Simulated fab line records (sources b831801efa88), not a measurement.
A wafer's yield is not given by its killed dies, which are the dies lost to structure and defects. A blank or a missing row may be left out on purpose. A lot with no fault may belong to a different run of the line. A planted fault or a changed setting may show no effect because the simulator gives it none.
fab line records -- flow gf180mcu
[record] lots = 5, wafers = 23
route steps=602 shown V5@556 TOP_METAL@571 PASSIVATION@587
start-h: the number of hours between the record's first day and the start of the first shown wafer of the lot -- wait-h: time in hours since the lot's previous step -- " unchanged from the row above -- L1.1+2: several wafers, shown together as one row -- - no value, or no start was given -- * or withheld: withheld -- < > ~ a bound
route shown NAME@n: NAME is a module with steps in the file, n the number in the route of the first one -- usual: mean and standard deviation over wafers with no fault -- same: alike in all rows -- chamber/n: place in a boat -- sites: per-site readings -- _std_site: how widely they spread, as a standard deviation -- _edge_site: inner sites' mean taken away from outer sites' mean -- radius-mm: how far each site lies from the wafer's centre -- mask NAME#n: copy n -- behind: tool/chamber where the wafer was last shaped -- hold: cause of the lot's hold/its duration in hours/its outcome -- device: the n, p or np transistor that did not switch -- end of line: tests of these same wafers at the route's end -- a step without rows: its recipe alone -- killed: at the first sort, the dies lost to defects and structure; wafer yield is something else -- map: a wafer's dies, x killed, . not, _ none there
set.NAME: the run value of the setting; set.NAME@STEP: its run value at that earlier step -- model.NAME: the simulator's own value behind a step, which no gauge read
one table per step and one row per wafer, for lots whose settings were changed on purpose
[[steps]]
[step GF_V5_ETCH_16]
[recipe] chemistry = N2/H2, target-depth-a = withheld, overetch-a = withheld, time-s = withheld, target = BARC, ion-energy-ev = 200, source-w = 500, bias-w = 100, pressure-mtorr = 30, n2-flow-sccm = 100, h2-flow-sccm = 200
lot.wafer,tool,chamber,start-h,wait-h,set.source-w
L076.3+4+6,rie-diel-02,"0,3,0",637.26,0.0,500
L078.1+2+4+5+6,rie-diel-02,"2,3,0,0,3",671.36,0.0,500
L079.1+4,rie-diel-03,"3,1",676.01,0.0,500
L079.2+3+6,rie-diel-03,"2,0,2",676.01,0.0,519.8
L080.1+5,rie-diel-03,"0,2",691.09,0.0,473.4
L080.2+4+6,rie-diel-03,"1,2,1",691.09,0.0,500
L083.1+2+3+5+6,rie-diel-01,"0,1,2,1,0",703.71,0.0,500
[step GF_V5_ETCH_17]
[recipe] chemistry = C4F8/O2/Ar, mask-material = KrF, target = SiO2, stop-on = TiN, source-w = 1500, bias-w = 1200, pressure-mtorr = 40, c4f8-flow-sccm = withheld, O2_flow_sccm = 6, Ar_flow_sccm = 300, time-s = withheld, target-depth-a = 8550
[usual] oes-product-au = 0.859/0.0046
lot.wafer,tool,chamber,start-h,wait-h,set.leave-above-ref-nm@V5_CMP_04,oes-product-au,model.V5.feature-depth-nm
L076.3,rie-diel-02,0,-,-,855,0.859,855.6
L076.4,rie-diel-02,3,-,-,855,0.854,855
L076.6,rie-diel-02,0,-,-,855,0.861,854.3
L078.1,rie-diel-02,2,-,-,825.7,0.844,824.4
L078.2,rie-diel-02,3,-,-,825.7,0.843,824.2
L078.4,rie-diel-02,0,-,-,855,0.855,854.1
L078.5,rie-diel-02,0,-,-,855,0.862,853.4
L078.6,rie-diel-02,3,-,-,855,0.859,854
L079.1,rie-diel-03,3,-,-,855,0.859,853
L079.2,rie-diel-03,2,-,-,855,0.859,853.7
L079.3,rie-diel-03,0,-,-,855,0.865,852.9
L079.4,rie-diel-03,1,-,-,855,0.857,851.9
L079.6,rie-diel-03,2,-,-,855,0.861,853.1
L080.1,rie-diel-03,0,-,-,855,0.867,854
L080.2,rie-diel-03,1,-,-,823.5,0.848,821.1
L080.4,rie-diel-03,2,-,-,855,0.866,853.9
L080.5,rie-diel-03,2,-,-,855,0.867,856.1
L080.6,rie-diel-03,1,-,-,823.5,0.844,825
L083.1,rie-diel-01,0,-,-,855,0.862,855.3
L083.2,rie-diel-01,1,-,-,855,0.863,854.1
L083.3,rie-diel-01,2,-,-,855,0.868,855.4
L083.5,rie-diel-01,1,-,-,855,0.859,854.8
L083.6,rie-diel-01,0,-,-,855,0.857,855.5
[step GF_V5_SPUTTER_21]
[recipe] material = Ti, target-thk-nm = 15, chamber-pressure-pa = 5, power-w = 2500, substrate-temp-c = 200, time-s = 80.02
lot.wafer,tool,chamber,start-h,wait-h,set.chamber-pressure-pa,model.Ti_of_V5_SPUTTER_21.thk-nm
L076.3,pvd-sputter-04,-,637.95,0.0,5,15.28
L076.4,pvd-sputter-04,-,637.95,0.0,5,15.3
L076.6,pvd-sputter-04,-,637.95,0.0,5,15.26
L078.1,pvd-sputter-03,-,672.05,0.0,5.572,13.78
L078.2,pvd-sputter-03,-,672.05,0.0,5.572,13.74
L078.4,pvd-sputter-03,-,672.05,0.0,5.572,13.48
L078.5,pvd-sputter-03,-,672.05,0.0,5.572,13.68
L078.6,pvd-sputter-03,-,672.05,0.0,5.572,13.53
L079.1,pvd-sputter-03,-,676.73,0.0,4.632,16.29
L079.2,pvd-sputter-03,-,676.73,0.0,4.632,16.27
L079.3,pvd-sputter-03,-,676.73,0.0,4.632,16.37
L079.4,pvd-sputter-03,-,676.73,0.0,4.632,16.04
L079.6,pvd-sputter-03,-,676.73,0.0,4.632,16.36
L080.1,pvd-sputter-04,-,691.77,0.0,5.252,14.16
L080.2,pvd-sputter-04,-,691.77,0.0,5.252,14.14
L080.4,pvd-sputter-04,-,691.77,0.0,5.252,14.09
L080.5,pvd-sputter-04,-,691.77,0.0,5.252,14.38
L080.6,pvd-sputter-04,-,691.77,0.0,5.252,14.28
L083.1,pvd-sputter-03,-,704.44,0.0,5.4,14.13
L083.2,pvd-sputter-03,-,704.44,0.0,5.4,13.92
L083.3,pvd-sputter-03,-,704.44,0.0,5.4,14.09
L083.5,pvd-sputter-03,-,704.44,0.0,5.4,13.93
L083.6,pvd-sputter-03,-,704.44,0.0,5.4,13.89
[step GF_TOP_METAL_SPUTTER_04]
[recipe] material = TiN, target-thk-nm = 25, power-w = 6500, time-s = 20.8, chamber-pressure-pa = 0.4
lot.wafer,tool,chamber,start-h,wait-h,set.time-s,model.TiN_of_TOP_METAL_SPUTTER_04.thk-nm
L076.3,pvd-sputter-04,-,638.83,0.0,20.8,25.02
L076.4,pvd-sputter-04,-,638.83,0.0,20.8,25.55
L076.6,pvd-sputter-04,-,638.83,0.0,20.8,25.24
L078.1,pvd-sputter-04,-,672.95,0.0,20.8,24.77
L078.2,pvd-sputter-04,-,672.95,0.0,20.8,25.14
L078.4,pvd-sputter-04,-,672.95,0.0,20.8,25.17
L078.5,pvd-sputter-04,-,672.95,0.0,20.8,25.04
L078.6,pvd-sputter-04,-,672.95,0.0,20.8,25.13
L079.1,pvd-sputter-04,-,677.61,0.0,20.8,25.01
L079.2,pvd-sputter-04,-,677.61,0.0,20.8,24.66
L079.3,pvd-sputter-04,-,677.61,0.0,20.8,24.63
L079.4,pvd-sputter-04,-,677.61,0.0,20.8,24.77
L079.6,pvd-sputter-04,-,677.61,0.0,20.8,24.55
L080.1,pvd-sputter-04,-,692.66,0.0,22.01,26.91
L080.2,pvd-sputter-04,-,692.66,0.0,22.01,26.99
L080.4,pvd-sputter-04,-,692.66,0.0,20.8,25.82
L080.5,pvd-sputter-04,-,692.66,0.0,20.8,25.33
L080.6,pvd-sputter-04,-,692.66,0.0,20.8,25.9
L083.1,pvd-sputter-02,-,705.32,0.0,22.93,27.85
L083.2,pvd-sputter-02,-,705.32,0.0,20.8,24.5
L083.3,pvd-sputter-02,-,705.32,0.0,20.8,24.95
L083.5,pvd-sputter-02,-,705.32,0.0,22.93,27.57
L083.6,pvd-sputter-02,-,705.32,0.0,22.93,27.61
[step GF_PASSIVATION_CVD_00]
[recipe] material = SiO2, target-thk-nm = 1000, precursor = TEOS, temp-c = 400, time-s = 111.95, rf-w = 600
lot.wafer,tool,chamber,start-h,wait-h,set.time-s,model.SiO2_of_PASSIVATION_CVD_00.thk-nm
L076.3,pecvd-02,1,659.31,0.0,111.95,980.9
L076.4,pecvd-02,0,659.31,0.0,111.95,995.9
L076.6,pecvd-02,1,659.31,0.0,111.95,1003
L078.1,pecvd-03,2,692.82,0.0,111.95,987.5
L078.2,pecvd-03,1,692.82,0.0,111.95,1008
L078.4,pecvd-03,2,692.82,0.0,103.8,939.3
L078.5,pecvd-03,1,692.82,0.0,111.95,1022
L078.6,pecvd-03,0,692.82,0.0,103.8,955.7
L079.1,pecvd-03,2,696.37,0.0,111.95,987.6
L079.2,pecvd-03,1,696.37,0.0,97.66,879.1
L079.3,pecvd-03,0,696.37,0.0,97.66,886.9
L079.4,pecvd-03,1,696.37,0.0,111.95,1013
L079.6,pecvd-03,2,696.37,0.0,111.95,1008
L080.1,pecvd-03,2,711.94,0.0,111.95,983.2
L080.2,pecvd-03,0,711.94,0.0,105.1,938.2
L080.4,pecvd-03,2,711.94,0.0,111.95,1014
L080.5,pecvd-03,0,711.94,0.0,105.1,959
L080.6,pecvd-03,1,711.94,0.0,105.1,941.9
L083.1,pecvd-01,1,724.95,0.0,111.95,985.8
L083.2,pecvd-01,2,724.95,0.0,118.6,1049
L083.3,pecvd-01,0,724.95,0.0,111.95,983.6
L083.5,pecvd-01,1,724.95,0.0,118.6,1069
L083.6,pecvd-01,2,724.95,0.0,118.6,1060
[step GF_PASSIVATION_THK_MEAS_01]
[recipe] reads = SiO2_of_PASSIVATION_CVD_00
[usual] PASSIVATION_CVD_00_THK = 998/13
lot.wafer,tool,chamber,start-h,wait-h,set.time-s@PASSIVATION_CVD_00,PASSIVATION_CVD_00_THK[nm]
L076.3,film-metro-02,-,659.41,0.1,111.95,981
L076.4,film-metro-02,-,659.41,0.1,111.95,995
L076.6,film-metro-02,-,659.41,0.1,111.95,1003
L078.1,film-metro-04,-,692.90,0.0,111.95,987
L078.2,film-metro-04,-,692.90,0.0,111.95,1008
L078.4,film-metro-04,-,692.90,0.0,103.8,940
L078.5,film-metro-04,-,692.90,0.0,111.95,1021
L078.6,film-metro-04,-,692.90,0.0,103.8,956
L079.1,film-metro-04,-,696.45,0.0,111.95,988
L079.2,film-metro-04,-,696.45,0.0,97.66,880
L079.3,film-metro-04,-,696.45,0.0,97.66,887
L079.4,film-metro-04,-,696.45,0.0,111.95,1013
L079.6,film-metro-04,-,696.45,0.0,111.95,1009
L080.1,film-metro-03,-,712.01,0.0,111.95,984
L080.2,film-metro-03,-,712.01,0.0,105.1,939
L080.4,film-metro-03,-,712.01,0.0,111.95,1014
L080.5,film-metro-03,-,712.01,0.0,105.1,959
L080.6,film-metro-03,-,712.01,0.0,105.1,942
L083.1,film-metro-02,-,725.03,0.0,111.95,986
L083.2,film-metro-02,-,725.03,0.0,118.6,1049
L083.3,film-metro-02,-,725.03,0.0,111.95,984
L083.5,film-metro-02,-,725.03,0.0,118.6,1070
L083.6,film-metro-02,-,725.03,0.0,118.6,1061
[step GF_PASSIVATION_ETCH_11]
[recipe] chemistry = CF4/O2, target-depth-nm = 1800, stop-on = TiN, source-w = 800, bias-w = 150, pressure-mtorr = 150, cf4-flow-sccm = 80, O2_flow_sccm = 10, time-s = 400
[usual] oes-product-au = 0.962/0.0078
lot.wafer,tool,chamber,start-h,wait-h,set.source-w,set.time-s@PASSIVATION_CVD_00,oes-product-au,model.PASSIVATION.feature-depth-nm
L076.3,rie-diel-03,3,678.91,-,800,111.95,0.954,1670
L076.4,rie-diel-03,0,678.91,-,800,111.95,0.971,1698
L076.6,rie-diel-03,3,678.91,-,800,111.95,0.956,1708
L078.1,rie-diel-03,0,712.08,-,800,111.95,0.947,1666
L078.2,rie-diel-03,1,712.08,-,800,111.95,0.958,1684
L078.4,rie-diel-03,2,712.08,-,800,103.8,0.944,1630
L078.5,rie-diel-03,3,712.08,-,800,111.95,0.968,1716
L078.6,rie-diel-03,2,712.08,-,800,103.8,0.940,1644
L079.1,rie-diel-02,3,715.23,-,766.1,111.95,0.950,1671
L079.2,rie-diel-02,0,715.23,-,766.1,97.66,0.913,1567
L079.3,rie-diel-02,2,715.23,-,800,97.66,0.912,1561
L079.4,rie-diel-02,1,715.23,-,800,111.95,0.966,1707
L079.6,rie-diel-02,1,715.23,-,800,111.95,0.953,1689
L080.1,rie-diel-04,2,729.85,-,864.4,111.95,0.951,1686
L080.2,rie-diel-04,3,729.85,-,800,105.1,0.936,1633
L080.4,rie-diel-04,0,729.85,-,864.4,111.95,0.974,1730
L080.5,rie-diel-04,3,729.85,-,800,105.1,0.951,1665
L080.6,rie-diel-04,2,729.85,-,864.4,105.1,0.940,1641
L083.1,rie-diel-02,0,742.10,-,800,111.95,0.959,1692
L083.2,rie-diel-02,2,742.10,-,800,118.6,0.978,1750
L083.3,rie-diel-02,1,742.10,-,800,111.95,0.962,1683
L083.5,rie-diel-02,3,742.10,-,800,118.6,0.983,1776
L083.6,rie-diel-02,0,742.10,-,800,118.6,0.985,1767
[[key]]
[split] step = GF_V5_ETCH_16, setting = source-w, stated = 500, by = wafer
response none clear
[split] step = GF_V5_SPUTTER_21, setting = chamber-pressure-pa, stated = 5, by = lot
[response] step = GF_V5_SPUTTER_21, reading = model.Ti_of_V5_SPUTTER_21.thk-nm, change = -0.145, per = 1%, r = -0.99
[split] step = GF_TOP_METAL_SPUTTER_04, setting = time-s, stated = 20.8, by = wafer
[response] step = GF_TOP_METAL_SPUTTER_04, reading = model.TiN_of_TOP_METAL_SPUTTER_04.thk-nm, change = +0.271, per = 1%, r = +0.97
[split] step = GF_PASSIVATION_CVD_00, setting = time-s, stated = 111.95, by = wafer
[response] step = GF_PASSIVATION_CVD_00, reading = model.SiO2_of_PASSIVATION_CVD_00.thk-nm, change = +9.41, per = 1%, r = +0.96
[response] step = GF_PASSIVATION_THK_MEAS_01, reading = PASSIVATION_CVD_00_THK, change = +9.4, per = 1%, r = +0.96
[response] step = GF_PASSIVATION_ETCH_11, reading = oes-product-au, change = +0.00319, per = 1%, r = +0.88
[response] step = GF_PASSIVATION_ETCH_11, reading = model.PASSIVATION.feature-depth-nm, change = +9.69, per = 1%, r = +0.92
[split] step = GF_PASSIVATION_ETCH_11, setting = source-w, stated = 800, by = wafer
response none clear
split outside-this-file step=GF_V5_CMP_04 setting=leave-above-ref-nm
// split outside-this-file: this setting was split too, and the file shows its column; the key of that split is in another file
